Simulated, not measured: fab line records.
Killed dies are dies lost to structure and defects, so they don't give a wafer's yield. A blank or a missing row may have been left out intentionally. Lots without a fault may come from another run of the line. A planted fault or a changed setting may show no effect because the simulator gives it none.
fab line records | flow sky130
[record] lots = 14 | wafers = 42 | last_day = 51
route steps=708 shown RES_PROTECT@214 PAD_OPEN@708
lots that met no fault: from a run of the same line without faults
start_h: hours from the record's opening day to when the first of the lot's shown wafers began | wait_h: time in hours since the lot's previous step | " as in the row above | L1.1+2: a row that stands for several wafers | - no value, or no start was given | * or withheld: withheld | < > ~ a bound
route shown NAME@n: a module of which the file shows steps, and the number in the route of the first | usual: mean/standard deviation of fault-free wafers | same: alike in all rows | chamber/n: place in a boat | sites: readings site by site | _std_site: standard deviation across them | _edge_site: mean of outer sites minus mean of inner sites | radius_mm: for every site, how far away it sits from the centre of the wafer | mask NAME#n: copy n | behind: the most recent tool/chamber to have shaped the wafer | hold: why the lot was held/for how many hours/how that ended | device: whichever transistor did not switch (one of n, p or np) | end of line: at the end of the route, the tests of the same wafers | a step given without rows: its recipe and nothing more | killed: the dies lost at the first sort to structure and to defects; this is not the yield of the wafer | map: shows each die of a wafer: x if killed, . if not, _ if none is there
set.NAME: setting as actually run; set.NAME@STEP: the setting as run at that earlier step | model.NAME: the simulator's own value behind a step, which no gauge read
a sample of lots followed through the steps of the route, with each step as a table and each wafer as a row
services: a tool's chamber out of use, with start hour (start_h, from the record's first day; less than 0 if before it), hours out, and reason
[[steps]]
[step SKY_RES_PROTECT_STRIP_07]
[recipe] chemistry = O2/N2 | power_w = 1400 | pressure_mtorr = 1500 | platen_temp_c = withheld | o2_flow_sccm = 3000 | n2_flow_sccm = 300 | overash_fraction = 0.5
[usual] chamber_pressure_mTorr = 1499.9/1.4 | drypump_motor_current_A = 5.67/0.28 | oes_product_au = 0.517/0.0045 | strip_time_to_endpoint_s = 23.29/0.039
[same] overash_fraction = 0.5
lot.wafer | tool            | chamber | start_h | wait_h | chamber_pressure_mTorr | drypump_motor_current_A | oes_product_au | rf_hours_counter_h | strip_time_to_endpoint_s
L121.2    | plasma_asher-04 | 1       | 348.46  | 0.1    | 1499.1                 | 5.33                    | 0.520          | 62                 | 23.31
L121.3    | "               | 1       | "       | "      | 1499.5                 | 5.31                    | 0.512          | -                  | 23.26
L121.6    | "               | 1       | "       | "      | 1500.4                 | 5.32                    | 0.524          | -                  | 23.27
L124.2    | plasma_asher-01 | 1       | 383.63  | 0.1    | 1500.7                 | 6.12                    | 0.509          | 68                 | 23.29
L124.4    | "               | 1       | "       | "      | 1500.4                 | 6.11                    | 0.521          | -                  | 23.35
L124.6    | "               | 0       | "       | "      | 1500.3                 | 5.49                    | 0.514          | -                  | 23.31
L125.4    | plasma_asher-04 | 0       | 383.64  | 0.1    | 1501.6                 | 5.67                    | 0.521          | -                  | 23.28
L125.5    | "               | 1       | "       | "      | 1500.9                 | 5.31                    | 0.511          | -                  | 23.26
L125.6    | "               | 0       | "       | "      | 1499.7                 | 5.69                    | 0.519          | -                  | 23.28
L126.2    | plasma_asher-03 | 1       | 393.12  | 0.1    | 1500.1                 | 5.95                    | 0.517          | 59                 | 23.28
L126.3    | "               | 0       | "       | "      | 1500.3                 | 5.44                    | 0.514          | -                  | 23.28
L126.6    | "               | 0       | "       | "      | 1497.8                 | 5.44                    | 0.508          | -                  | 23.26
L128.2    | plasma_asher-01 | 1       | 406.23  | 0.1    | 1498.7                 | 6.12                    | 0.514          | 70                 | 23.26
L128.3    | "               | 0       | "       | "      | 1499.8                 | 5.49                    | 0.508          | -                  | 23.22
L128.5    | "               | 0       | "       | "      | 1501.5                 | 5.48                    | 0.515          | -                  | 23.25
L129.1    | plasma_asher-03 | 0       | 419.83  | 0.1    | 1500.6                 | 5.43                    | 0.525          | 62                 | 23.31
L129.2    | "               | 1       | "       | "      | 1499.9                 | 5.98                    | 0.522          | 62                 | 23.38
L129.6    | "               | 0       | "       | "      | 1497.9                 | 5.44                    | 0.518          | -                  | 23.36
L130.2    | plasma_asher-03 | 0       | 432.17  | 0.1    | 1502.9                 | 5.47                    | 0.514          | 64                 | 23.31
L130.3    | "               | 0       | "       | "      | 1499.0                 | 5.47                    | 0.513          | -                  | 23.38
L130.6    | "               | 0       | "       | "      | 1499.3                 | 5.47                    | 0.517          | -                  | 23.35
L131.1    | plasma_asher-03 | 0       | 441.37  | 0.1    | 1501.9                 | 5.44                    | 0.517          | 65                 | 23.28
L131.2    | "               | 1       | "       | "      | 1502.2                 | 5.95                    | 0.517          | 65                 | 23.28
L131.4    | "               | 1       | "       | "      | 1500.7                 | 5.95                    | 0.521          | -                  | 23.29
L134.2    | plasma_asher-04 | 1       | 460.63  | 0.1    | 1500.0                 | 5.31                    | 0.520          | 73                 | 23.31
L134.3    | "               | 1       | "       | "      | 1500.6                 | 5.36                    | 0.519          | -                  | 23.38
L134.4    | "               | 0       | "       | "      | 1502.0                 | 5.60                    | 0.520          | -                  | 23.36
L133.1    | plasma_asher-03 | 0       | 462.97  | 0.1    | 1498.1                 | 5.45                    | 0.512          | 67                 | 23.28
L133.2    | "               | 1       | "       | "      | 1502.5                 | 5.94                    | 0.519          | 67                 | 23.25
L133.3    | "               | 1       | "       | "      | 1499.5                 | 5.96                    | 0.518          | -                  | 23.28
L139.3    | plasma_asher-03 | 0       | 502.45  | 0.1    | 1499.7                 | 5.50                    | 0.522          | -                  | 23.31
L139.4    | "               | 1       | "       | "      | 1500.8                 | 5.97                    | 0.521          | -                  | 23.33
L139.5    | "               | 0       | "       | "      | 1500.2                 | 5.50                    | 0.523          | -                  | 23.32
L142.1    | plasma_asher-04 | 0       | 531.73  | 0.1    | 1498.2                 | 5.66                    | 0.518          | 80                 | 23.27
L142.2    | "               | 1       | "       | "      | 1500.9                 | 5.29                    | 0.515          | 80                 | 23.30
L142.5    | "               | 1       | "       | "      | 1501.1                 | 5.28                    | 0.521          | -                  | 23.26
L141.1    | plasma_asher-04 | 1       | 537.12  | 0.1    | 1499.2                 | 5.31                    | 0.525          | 81                 | 23.34
L141.3    | "               | 1       | "       | "      | 1499.8                 | 5.30                    | 0.519          | -                  | 23.31
L141.4    | "               | 0       | "       | "      | 1500.6                 | 5.64                    | 0.513          | -                  | 23.29
L144.2    | plasma_asher-01 | 0       | 549.82  | 0.1    | 1498.3                 | 5.49                    | 0.520          | 11                 | 23.28
L144.3    | "               | 1       | "       | "      | 1500.8                 | 6.10                    | 0.515          | -                  | 23.30
L144.5    | "               | 1       | "       | "      | 1502.7                 | 6.14                    | 0.516          | -                  | 23.28
[step SKY_PAD_OPEN_PROBE_99]
[usual] killed_at_M0_to_M3 = 44/6.9 | killed_at_M4_up = 3.1/1.7 | killed_at_contacts = 25/5.6 | killed_at_front_end = 14/4.3 | killed_at_other = 0.3/0.51 | killed_dies = 86/9.8 | killed_open = 47/6.5 | killed_short = 39/6.6
[same] gross_dies = 492 | killed_at_back_side = 0
lot.wafer | tool      | chamber | start_h | wait_h | killed_at_M0_to_M3 | killed_at_M4_up | killed_at_contacts | killed_at_front_end | killed_at_other | killed_dies | killed_open | killed_short
L142.1    | prober-01 | -       | 1205.85 | 0.1    | 47                 | 2               | 25                 | 15                  | 0               | 89          | 46          | 43
L142.2    | prober-01 | -       | 1205.90 | 0.1    | 35                 | 1               | 28                 | 15                  | 14              | 93          | 40          | 40
L142.5    | prober-01 | -       | 1206.05 | 0.2    | 33                 | 3               | 17                 | 8                   | 19              | 80          | 38          | 23
L141.1    | prober-02 | -       | 1208.66 | 0.1    | 39                 | 2               | 24                 | 17                  | 18              | 100         | 45          | 37
L141.3    | prober-02 | -       | 1208.76 | 0.2    | 41                 | 5               | 22                 | 13                  | 20              | 101         | 45          | 36
L141.4    | prober-02 | -       | 1208.81 | 0.2    | 26                 | 6               | 32                 | 14                  | 0               | 78          | 44          | 34
// killed by level:class
L142.1 VIA1:geometric_particle:open=11 LI_CONTACT:geometric_particle:open=10 VIA2:geometric_particle:open=7 VIA1:geometric_particle:short=6 FIELD_ISO:geometric_particle:short=5 METAL2:geometric_particle:short=5 LI_CONTACT:geometric_particle:short=4 LOCAL_INTERCONNECT:geometric_particle:short=4
L142.2 RES_PROTECT:unspecified=13 CONTACT:geometric_particle:open=8 VIA3:geometric_particle:open=8 LI_CONTACT:geometric_particle:short=7 VIA2:geometric_particle:open=6 FIELD_ISO:geometric_particle:open=5 POLY_GATE:geometric_particle:short=5 LI_CONTACT:geometric_particle:open=4
L142.5 RES_PROTECT:unspecified=19 CONTACT:geometric_particle:open=9 METAL1:geometric_particle:short=7 VIA1:geometric_particle:open=6 VIA2:geometric_particle:open=4 LI_CONTACT:geometric_particle:open=4 METAL1:geometric_particle:open=3 VIA1:geometric_particle:short=3
L141.1 RES_PROTECT:unspecified=18 VIA1:geometric_particle:open=14 LI_CONTACT:geometric_particle:open=9 FIELD_ISO:geometric_particle:open=7 FIELD_ISO:geometric_particle:short=7 VIA2:geometric_particle:open=6 LI_CONTACT:geometric_particle:short=5 CONTACT:geometric_particle:open=5
L141.3 RES_PROTECT:unspecified=20 VIA1:geometric_particle:open=9 CONTACT:geometric_particle:open=8 VIA1:geometric_particle:short=8 METAL2:geometric_particle:short=6 VIA2:geometric_particle:open=6 LI_CONTACT:geometric_particle:open=6 FIELD_ISO:geometric_particle:short=4
L141.4 CONTACT:geometric_particle:open=9 CONTACT:geometric_particle:short=7 LI_CONTACT:geometric_particle:open=6 VIA2:geometric_particle:open=6 VIA1:geometric_particle:open=5 METAL2:geometric_particle:short=5 FIELD_ISO:geometric_particle:open=4 LOCAL_INTERCONNECT:geometric_particle:short=4
[[services]]
tool            | chamber | start_h | hours | kind
plasma_asher-04 | -       | 412.76  | 2.2   | repair
plasma_asher-04 | -       | 419.04  | 3.4   | repair
plasma_asher-01 | -       | 421.25  | 9.0   | pm
plasma_asher-01 | 0       | 421.25  | 9.0   | vent_cycle
plasma_asher-01 | 1       | 421.25  | 9.0   | vent_cycle
plasma_asher-04 | -       | 423.20  | 0.8   | repair
plasma_asher-01 | 0       | 430.25  | -     | clean
plasma_asher-01 | 1       | 430.25  | -     | clean
plasma_asher-04 | -       | 485.10  | 2.8   | pm
plasma_asher-01 | -       | 502.42  | 0.4   | repair
plasma_asher-01 | -       | 502.81  | 2.8   | pm
plasma_asher-03 | -       | 524.78  | 6.5   | repair
[[key]]
[first_sign] step = SKY_PAD_OPEN_PROBE_99 | reading = killed_at_other | direction = up | sigmas = 17 | usual = 0.3 | struck = 17.8
effect none on later readings
met_at SKY_RES_PROTECT_STRIP_07
struck_lots L141,L142
struck_wafers L141.1,L141.3,L142.2,L142.5
tester_left_out L141,L142
onset_between 460.63 531.73
[fault] kind = chamber_particle_source | tool = plasma_asher-04 | chamber = 1 | onset_h = 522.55 | steps = SKY_RES_PROTECT_STRIP_07 | rate_per_visit_cm2 = 0.3912 | end_h = 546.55
// tester_left_out: of these lots the tester's yield and bins aren't shown, on N5 and GAA mostly nor the transistor test; their killed dies are dies lost to structure and defects alone, not to doping, threshold or leakage, so they don't give the yield
